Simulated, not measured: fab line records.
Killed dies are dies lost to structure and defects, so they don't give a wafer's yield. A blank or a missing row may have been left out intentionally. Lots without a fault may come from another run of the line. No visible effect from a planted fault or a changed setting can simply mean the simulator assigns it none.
Chamber matching    flow gf180mcu    4 sister chambers for GF_POLY_GATE_ETCH_13 on rie_si-02
The step etches poly-Si in HBr/Cl2, stops on SiO2, target depth 198.5 nm, time 69.6 s. 4 wafers are shown with their chamber, then 8 later ones without.

EACH WAFER AND ITS CHAMBER
wafer   chamber  drypump_motor_current_A (A)
L519.2  2        6.6
L523.4  1        5.8
L536.1  3        5.9
L537.1  0        5.0

WAFERS MISSING THEIR CHAMBER
wafer   drypump_motor_current_A (A)
L537.5  5.1
L537.6  5.8
L538.2  6.6
L538.3  5.8
L538.5  5.1
L539.2  5.1
L539.3  6.7
L539.6  5.9

WHICH CHAMBER EACH WENT THROUGH
wafer   from the rows above      in truth
L537.5  0                        0
L537.6  can't be placed: 1 or 3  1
L538.2  2                        2
L538.3  can't be placed: 1 or 3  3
L538.5  0                        0
L539.2  0                        0
L539.3  2                        2
L539.6  can't be placed: 3 or 1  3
Placed correctly: 5 of 8. Cannot be placed on the basis of these rows: 3; the candidates contain the true chamber in 3. Number placed wrongly: 0.
How it was worked out, from the rows above alone: a wafer's distance from a chamber is the root of the sum, over the readings, of the square of ((its reading less the chamber's mean) divided by the reading's scatter). If the next closest chamber is less than 2 further off than the closest, the wafer can't be placed; otherwise it belongs to the closest. Each chamber's mean is taken over the wafers shown for it. The scatter: root of mean squared gap, hidden wafer to nearest shown wafer, with one shown wafer a chamber.
